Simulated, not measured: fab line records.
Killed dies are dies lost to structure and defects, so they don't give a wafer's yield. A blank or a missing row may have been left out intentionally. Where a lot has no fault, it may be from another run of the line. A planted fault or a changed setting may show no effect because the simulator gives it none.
What tool caused it? || flow gf180mcu || 39 wafers from 13 lots sampled at 4 of the route's 602 steps

WHAT EACH GAUGE READ, for each wafer
GF_STI_THK_MEAS_22. Usual: STI_OXIDATION_01_THK 14.8 nm, standard deviation 0.31.
{"lot": "L248", "measured": "day 2 19:09", "on": "filmMetro-01", "STI_OXIDATION_01_THK (nm)": "15.0 14.9 14.7", "flag": ""}
{"lot": "L251", "measured": "day 3 10:34", "on": "filmMetro-01", "STI_OXIDATION_01_THK (nm)": "14.3 14.3 14.1", "flag": ""}
{"lot": "L252", "measured": "day 3 14:46", "on": "filmMetro-03", "STI_OXIDATION_01_THK (nm)": "14.6 14.5 14.5", "flag": ""}
{"lot": "L256", "measured": "day 4 11:32", "on": "filmMetro-01", "STI_OXIDATION_01_THK (nm)": "15.4 14.9 15.2", "flag": ""}
{"lot": "L259", "measured": "day 5 02:48", "on": "filmMetro-02", "STI_OXIDATION_01_THK (nm)": "14.3 14.5 14.5", "flag": ""}
{"lot": "L260", "measured": "day 5 09:49", "on": "filmMetro-03", "STI_OXIDATION_01_THK (nm)": "15.2 15.2 15.1", "flag": ""}
{"lot": "L261", "measured": "day 5 13:13", "on": "filmMetro-02", "STI_OXIDATION_01_THK (nm)": "14.7 14.9 14.8", "flag": ""}
{"lot": "L262", "measured": "day 5 19:25", "on": "filmMetro-01", "STI_OXIDATION_01_THK (nm)": "14.4 14.7 14.5", "flag": ""}
{"lot": "L263", "measured": "day 6 01:14", "on": "filmMetro-01", "STI_OXIDATION_01_THK (nm)": "15.3 15.3 15.4", "flag": ""}
{"lot": "L264", "measured": "day 6 05:08", "on": "filmMetro-01", "STI_OXIDATION_01_THK (nm)": "14.6 14.5 14.4", "flag": ""}
{"lot": "L265", "measured": "day 6 10:26", "on": "filmMetro-02", "STI_OXIDATION_01_THK (nm)": "14.9 14.7 14.5", "flag": ""}
{"lot": "L266", "measured": "day 6 14:59", "on": "filmMetro-02", "STI_OXIDATION_01_THK (nm)": "14.6 14.6 14.9", "flag": ""}
{"lot": "L268", "measured": "day 7 02:56", "on": "filmMetro-02", "STI_OXIDATION_01_THK (nm)": "15.1 15.4 15.4", "flag": ""}

GF_NWELL_OVL_MEAS_07. Usual: NWELL_OVL -0.1 nm, standard deviation 1.3.
{"lot": "L248", "measured": "day 3 23:01", "on": "overlay-01", "NWELL_OVL (nm)": "-0.3 0.2 0.5", "flag": ""}
{"lot": "L251", "measured": "day 4 15:16", "on": "overlay-01", "NWELL_OVL (nm)": "0.2 1.0 -0.1", "flag": ""}
{"lot": "L252", "measured": "day 4 20:17", "on": "overlay-02", "NWELL_OVL (nm)": "0.1 -0.8 0.6", "flag": ""}
{"lot": "L256", "measured": "day 5 17:10", "on": "overlay-02", "NWELL_OVL (nm)": "-0.8 0.0 1.8", "flag": ""}
{"lot": "L259", "measured": "day 6 10:07", "on": "overlay-01", "NWELL_OVL (nm)": "0.6 1.0 -2.3", "flag": ""}
{"lot": "L260", "measured": "day 6 18:32", "on": "overlay-02", "NWELL_OVL (nm)": "0.7 0.4 -0.9", "flag": ""}
{"lot": "L261", "measured": "day 6 21:03", "on": "overlay-02", "NWELL_OVL (nm)": "-0.4 -0.4 -0.8", "flag": ""}
{"lot": "L262", "measured": "day 7 04:49", "on": "overlay-01", "NWELL_OVL (nm)": "2.4 0.9 1.2", "flag": ""}
{"lot": "L263", "measured": "day 7 11:13", "on": "overlay-02", "NWELL_OVL (nm)": "-0.9 -1.9 -1.7", "flag": ""}
{"lot": "L264", "measured": "day 7 15:01", "on": "overlay-01", "NWELL_OVL (nm)": "-0.2 1.5 0.5", "flag": ""}
{"lot": "L265", "measured": "day 7 20:53", "on": "overlay-01", "NWELL_OVL (nm)": "-2.1 -0.7 0.8", "flag": ""}
{"lot": "L266", "measured": "day 8 02:04", "on": "overlay-02", "NWELL_OVL (nm)": "0.1 -0.7 1.1", "flag": ""}
{"lot": "L268", "measured": "day 8 14:19", "on": "overlay-01", "NWELL_OVL (nm)": "-1.1 0.5 1.7", "flag": ""}

EACH LOT AND THE TOOL THAT RAN IT (in order: tool; ch and the chambers of the sampled wafers; start)
{"lot": "L248", "GF_STI_CMP_25": "cmp-02 ch 0,1,3, day 2 19:23", "GF_NWELL_COAT_02": "lithoTrack-01 ch 0, day 3 16:11"}
{"lot": "L251", "GF_STI_CMP_25": "cmp-01 ch 1,3, day 3 10:49", "GF_NWELL_COAT_02": "lithoTrack-01 ch 0, day 4 08:13"}
{"lot": "L252", "GF_STI_CMP_25": "cmp-01 ch 0,3, day 3 15:01", "GF_NWELL_COAT_02": "lithoTrack-01 ch 0, day 4 12:58"}
{"lot": "L256", "GF_STI_CMP_25": "cmp-01 ch 0,1, day 4 11:46", "GF_NWELL_COAT_02": "lithoTrack-02 ch 0, day 5 10:07"}
{"lot": "L259", "GF_STI_CMP_25": "cmp-02 ch 1,2, day 5 02:59", "GF_NWELL_COAT_02": "lithoTrack-04 ch 0, day 6 02:46"}
{"lot": "L260", "GF_STI_CMP_25": "cmp-02 ch 1,2,3, day 5 10:04", "GF_NWELL_COAT_02": "lithoTrack-04 ch 0, day 6 10:29"}
{"lot": "L261", "GF_STI_CMP_25": "cmp-01 ch 1,2,3, day 5 13:27", "GF_NWELL_COAT_02": "lithoTrack-02 ch 0, day 6 13:32"}
{"lot": "L262", "GF_STI_CMP_25": "cmp-02 ch 0,1,2, day 5 19:37", "GF_NWELL_COAT_02": "lithoTrack-04 ch 0, day 6 20:20"}
{"lot": "L263", "GF_STI_CMP_25": "cmp-01 ch 0,1,2, day 6 01:29", "GF_NWELL_COAT_02": "lithoTrack-02 ch 0, day 7 03:04"}
{"lot": "L264", "GF_STI_CMP_25": "cmp-02 ch 2,3, day 6 05:19", "GF_NWELL_COAT_02": "lithoTrack-01 ch 0, day 7 07:10"}
{"lot": "L265", "GF_STI_CMP_25": "cmp-01 ch 1,2,3, day 6 10:38", "GF_NWELL_COAT_02": "lithoTrack-01 ch 0, day 7 13:04"}
{"lot": "L266", "GF_STI_CMP_25": "cmp-02 ch 1,2,3, day 6 15:11", "GF_NWELL_COAT_02": "lithoTrack-01 ch 0, day 7 17:07"}
{"lot": "L268", "GF_STI_CMP_25": "cmp-02 ch 0,1,2, day 7 03:11", "GF_NWELL_COAT_02": "lithoTrack-01 ch 0, day 8 05:58"}
- GF_STI_CMP_25: polishes, stops on Si3N4, t overpolish 33 s, target thk 524.6 nm.
- GF_NWELL_COAT_02: resist thk 3000 nm.

WHAT THE TOOLS THEMSELVES READ (means of the sampled wafers that have a number; where no wafer has one, the mark that the record gives instead)
GF_STI_CMP_25. Usual: motorCurrentA 12.6 A, standard deviation 1.3; overpolishRunS 33.000 s, standard deviation 0.0095; timeToEndpointS 125 s, standard deviation 6.6.
{"lot": "L248", "tool": "cmp-02", "motorCurrentA (A)": 13.3, "overpolishRunS (s)": 32.999, "timeToEndpointS (s)": 123, "flag": ""}
{"lot": "L251", "tool": "cmp-01", "motorCurrentA (A)": 11.6, "overpolishRunS (s)": 33.001, "timeToEndpointS (s)": 133, "flag": ""}
{"lot": "L252", "tool": "cmp-01", "motorCurrentA (A)": 11.6, "overpolishRunS (s)": 32.997, "timeToEndpointS (s)": 137, "flag": ""}
{"lot": "L256", "tool": "cmp-01", "motorCurrentA (A)": 11.8, "overpolishRunS (s)": 33.005, "timeToEndpointS (s)": 116, "flag": ""}
{"lot": "L259", "tool": "cmp-02", "motorCurrentA (A)": 12.4, "overpolishRunS (s)": 33.007, "timeToEndpointS (s)": 120, "flag": ""}
{"lot": "L260", "tool": "cmp-02", "motorCurrentA (A)": 13.1, "overpolishRunS (s)": 32.998, "timeToEndpointS (s)": 130, "flag": ""}
{"lot": "L261", "tool": "cmp-01", "motorCurrentA (A)": 11.7, "overpolishRunS (s)": 33.010, "timeToEndpointS (s)": 119, "flag": ""}
{"lot": "L262", "tool": "cmp-02", "motorCurrentA (A)": 12.6, "overpolishRunS (s)": 32.999, "timeToEndpointS (s)": 126, "flag": ""}
{"lot": "L263", "tool": "cmp-01", "motorCurrentA (A)": 11.8, "overpolishRunS (s)": 33.002, "timeToEndpointS (s)": 118, "flag": ""}
{"lot": "L264", "tool": "cmp-02", "motorCurrentA (A)": 14.2, "overpolishRunS (s)": 33.002, "timeToEndpointS (s)": 129, "flag": ""}
{"lot": "L265", "tool": "cmp-01", "motorCurrentA (A)": 12.0, "overpolishRunS (s)": 33.008, "timeToEndpointS (s)": 120, "flag": ""}
{"lot": "L266", "tool": "cmp-02", "motorCurrentA (A)": 13.2, "overpolishRunS (s)": 33.000, "timeToEndpointS (s)": 126, "flag": ""}
{"lot": "L268", "tool": "cmp-02", "motorCurrentA (A)": 12.5, "overpolishRunS (s)": 33.015, "timeToEndpointS (s)": 122, "flag": ""}

THE ANSWER, worked out from the rows above alone
Rule: take the mean of a lot's wafers that have a number; if it is more than 3 standard deviations from the usual mean, the lot is off. Also off: a lot with no number at a reading for which 4 or more lots have one. Any other lot the step has rows for is counted as sound. Order of review: gauges by route order, followed by the tools' own readings, for which a lot's mean as printed above is used. The first step at which some lot is off is used, and at that step the reading that is off furthest; a lot without a number counts as furthest.
No lot is off on any of the readings shown, so nothing can be concluded from this.

WHAT THE SIMULATOR HAD INSERTED
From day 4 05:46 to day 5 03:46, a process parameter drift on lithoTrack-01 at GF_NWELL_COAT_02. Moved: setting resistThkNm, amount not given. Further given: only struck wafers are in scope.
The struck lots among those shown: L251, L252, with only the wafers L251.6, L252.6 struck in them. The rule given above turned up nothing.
